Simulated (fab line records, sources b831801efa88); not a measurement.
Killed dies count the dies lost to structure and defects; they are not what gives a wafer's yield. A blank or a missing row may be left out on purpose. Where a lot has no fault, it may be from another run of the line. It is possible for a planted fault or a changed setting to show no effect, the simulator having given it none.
A struck lot beside a sound one || flow sky130 || 44 steps out of a route of 708
Sound: the wafers L743.1, L743.4, L743.5. Struck: wafer L757.6 (left out: L757.2, a lot-mate that was not struck); the cause follows at the end.
For every step that has rows: the tool of each side, followed by ch and its chambers, followed by its first start. Under that, the readings that differ: sound wafers || struck wafers || difference of the means || sigmas: that difference in standard deviations of wafers without a fault.
alike: same words and numbers on both sides, and readings whose means sit less than 2 such deviations apart. not compared: any withheld reading, any reading some wafer has no value for, any bound like >300 that may hide the same value, and any number with overlapping values for which the record gives no deviation.
Wherever a step has rows on one side only, a row that says differs or no value, or a row with sigmas, the two part there. Numbers that don't overlap but have no deviation are shown without sigmas and don't part them. A reading that every wafer of one side lacks parts them only if that side has two wafers or more.

first, 6 steps without rows for these wafers: SKY_VIA3_ETCH_15 (etches SiO2 in C4F8/O2/Ar, stops on TiN, target depth 507 nm, time 78 s); SKY_VIA3_STRIP_16 (strips in O2/N2); SKY_VIA3_STRIP_17 (strips in post etch residue remover, time 1200 s); SKY_VIA3_CLEAN_18 (cleans in IPA, time 180 s); SKY_VIA3_CLEAN_19 (cleans in O3/DIW); SKY_VIA3_SPUTTER_20 (material TiN, target thk 20 nm, time 80 s).
SKY_VIA3_CVD_21: deposits W, target thk 390 nm, time 117.31 s.
  sound on cvd-w-02 ch 0,1, day 40 08:10; struck on cvd-w-01 ch 1, day 43 20:22
  alike: heater-power-w
  not compared: since-wet-clean-h
SKY_VIA3_RS_MEAS_22: a four-point-probe measurement.
  sound on film-metro-03, day 40 08:17; struck on film-metro-03, day 43 20:30
{"reading": "VIA3_W_RS (ohm/sq)", "sound": "0.2962 0.2976 0.3017", "struck": 0.2921, "difference": -0.0064, "sigmas": -2}
SKY_VIA3_THK_MEAS_23: measures by xrf.
  sound on film-metro-03, day 40 08:25; struck on film-metro-03, day 43 20:37
  alike: VIA3_W_THK
then, 2 steps without rows for these wafers: SKY_VIA3_CMP_24 (polishes, stops on SiO2, t overpolish 20 s, target thk 0 nm); SKY_METAL4_SPUTTER_00 (material Ti, target thk 15 nm, time 10 s).
SKY_METAL4_SPUTTER_01: material TiN, target thk 20 nm, time 16.7 s.
  sound on pvd-sputter-03, day 40 08:48; struck on pvd-sputter-03, day 43 20:59
  alike: chamber-pressure-pa, throttle-valve-pct
SKY_METAL4_SPUTTER_02: material AlCu, target thk 735 nm, time 39.1 s.
  sound on pvd-sputter-03, day 40 08:49; struck on pvd-sputter-03, day 43 21:01
{"reading": "model.AlCu_of_METAL4_SPUTTER_02.thk-nm (nm)", "sound": "747.1 740 742.4", "struck": 627.3, "difference": -115.9, "sigmas": ""}
  alike: chamber-pressure-pa, throttle-valve-pct
SKY_METAL4_SPUTTER_03: material Ti, target thk 5 nm, time 3.3 s.
  sound on pvd-sputter-03, day 40 08:52; struck on pvd-sputter-03, day 43 21:03
  alike: chamber-pressure-pa, throttle-valve-pct
then, 1 step without rows for these wafers: SKY_METAL4_SPUTTER_04 (material TiN, target thk 70 nm, time 58.3 s).
SKY_CAP2M_CVD_00: deposits SiO2, target thk 15.5 nm.
  sound on pecvd-04 ch 1,2, day 40 08:56; struck on pecvd-03 ch 1, day 43 21:07
  alike: heater-power-w
SKY_CAP2M_THK_MEAS_01:
  sound on film-metro-03, day 40 08:57; struck on film-metro-03, day 43 21:09
  alike: CAP2M_CVD_00_THK
then, 1 step without rows for these wafers: SKY_CAP2M_SPUTTER_02 (material TiN, target thk 200 nm, time 166.7 s).
SKY_CAP2M_RS_MEAS_03: a four-point-probe measurement.
  sound on film-metro-03, day 40 09:07; struck on film-metro-01, day 43 21:20
  alike: CAP2M_TIN_RS
SKY_CAP2M_THK_MEAS_04: measures by xrf.
  sound on film-metro-03, day 40 09:14; struck on film-metro-01, day 43 21:26
  alike: CAP2M_TIN_THK
then, 7 steps without rows for these wafers: SKY_CAP2M_DEHYDRATE_05 (time 60 s); SKY_CAP2M_HMDS_06 (prime time 60 s); SKY_CAP2M_COAT_07 (resist thk 1140 nm); SKY_CAP2M_SOFTBAKE_08 (time 60 s); SKY_CAP2M_EXPOSE_09 (exposes mask CAP2M, target cd 1000 nm); SKY_CAP2M_PEB_10; SKY_CAP2M_DEVELOP_11 (develop time 60 s).
SKY_CAP2M_OVL_MEAS_12:
  sound on overlay-01, day 41 09:33; struck on overlay-02, day 44 19:39
  alike: CAP2M_OVL
SKY_CAP2M_METAL_ETCH_13: etches TiN in Cl2/BCl3, stops on SiO2, target depth 220 nm, time 62.9 s.
  sound on rie-metal-01 ch 1, day 41 09:35; struck on rie-metal-04 ch 1, day 44 19:41
  alike: drypump-motor-current-A, oes-product-au, throttle-valve-pct
  not compared: rf-hours-counter-h
then, 12 steps without rows for these wafers: SKY_CAP2M_STRIP_14 (strips in O2/N2); SKY_CAP2M_STRIP_15 (strips in post etch residue remover, time 1200 s); SKY_CAP2M_CLEAN_16 (cleans in IPA, time 180 s); SKY_CAP2M_CLEAN_17 (cleans in O3/DIW); SKY_METAL4_DEHYDRATE_05 (time 60 s); SKY_METAL4_HMDS_06 (prime time 60 s); SKY_METAL4_COAT_07 (resist thk 60 nm); SKY_METAL4_COAT_08 (resist thk 1140 nm); SKY_METAL4_SOFTBAKE_09 (time 90 s); SKY_METAL4_EXPOSE_10 (exposes mask MM4, target cd 300 nm); SKY_METAL4_PEB_11; SKY_METAL4_DEVELOP_12 (develop time 60 s).
SKY_METAL4_CD_MEAS_13 targets a cd of 300 nm.
  sound on cd-sem-01, day 42 09:22; struck on cd-sem-01, day 45 17:17
  alike: cd-nm
SKY_METAL4_METAL_ETCH_18: etches the open film in Cl2/BCl3, stops on SiO2, target depth 845 nm, time 183.1 s.
  sound on rie-metal-02 ch 0,1, day 42 09:40; struck on rie-metal-04 ch 0, day 45 17:34
{"reading": "oes-product-au (a.u.)", "sound": "0.868 0.873 0.875", "struck": 0.811, "difference": -0.061, "sigmas": -9}
  alike: drypump-motor-current-A, throttle-valve-pct
  not compared: rf-hours-counter-h
-- the record jumps here: 4 days lie between the struck wafers' starts before and after (it left off in module METAL4 and takes up again in module PAD_OPEN, whose first step shown is number 708 of the route) --
SKY_PAD_OPEN_PROBE_99:
  sound on prober-02, day 46 08:17; struck on prober-02, day 49 08:14
{"reading": "defect-limited-yield (%)", "sound": "83.3 78.9 80.9", "struck": 85.6, "difference": "+4.6", "sigmas": "+2"}
{"reading": "killed-dies", "sound": "82 104 94", "struck": 71, "difference": -22, "sigmas": -2}
{"reading": "killed-open", "sound": "50 55 54", "struck": 32, "difference": -21, "sigmas": -3}
{"reading": "sort-n-pass", "sound": "410 388 398", "struck": 421, "difference": "+22", "sigmas": "+2"}
{"reading": "sort-yield-pct (%)", "sound": "83.3 78.9 80.9", "struck": 85.6, "difference": "+4.6", "sigmas": "+2"}
{"reading": "model.etest.met4.line-ohm-um", "sound": "0.1443 0.1414 0.1404", "struck": 0.1648, "difference": "+0.0228", "sigmas": ""}
{"reading": "model.etest.met4.rs-ohm-sq", "sound": "0.04237 0.04263 0.04217", "struck": 0.05013, "difference": "+0.00774", "sigmas": ""}
  alike: killed_at_M0_to_M3, killed_at_M4_up, killed-at-contacts, killed-at-front-end, killed-at-other, killed-short, sort_bin_3_pad_short, sort_bin_5_function, sort_bin_6_memory

## WHERE THEY PART
Earliest at SKY_VIA3_RS_MEAS_22; latest, in this record, at SKY_PAD_OPEN_PROBE_99.

WHY: what had been put in by the simulator
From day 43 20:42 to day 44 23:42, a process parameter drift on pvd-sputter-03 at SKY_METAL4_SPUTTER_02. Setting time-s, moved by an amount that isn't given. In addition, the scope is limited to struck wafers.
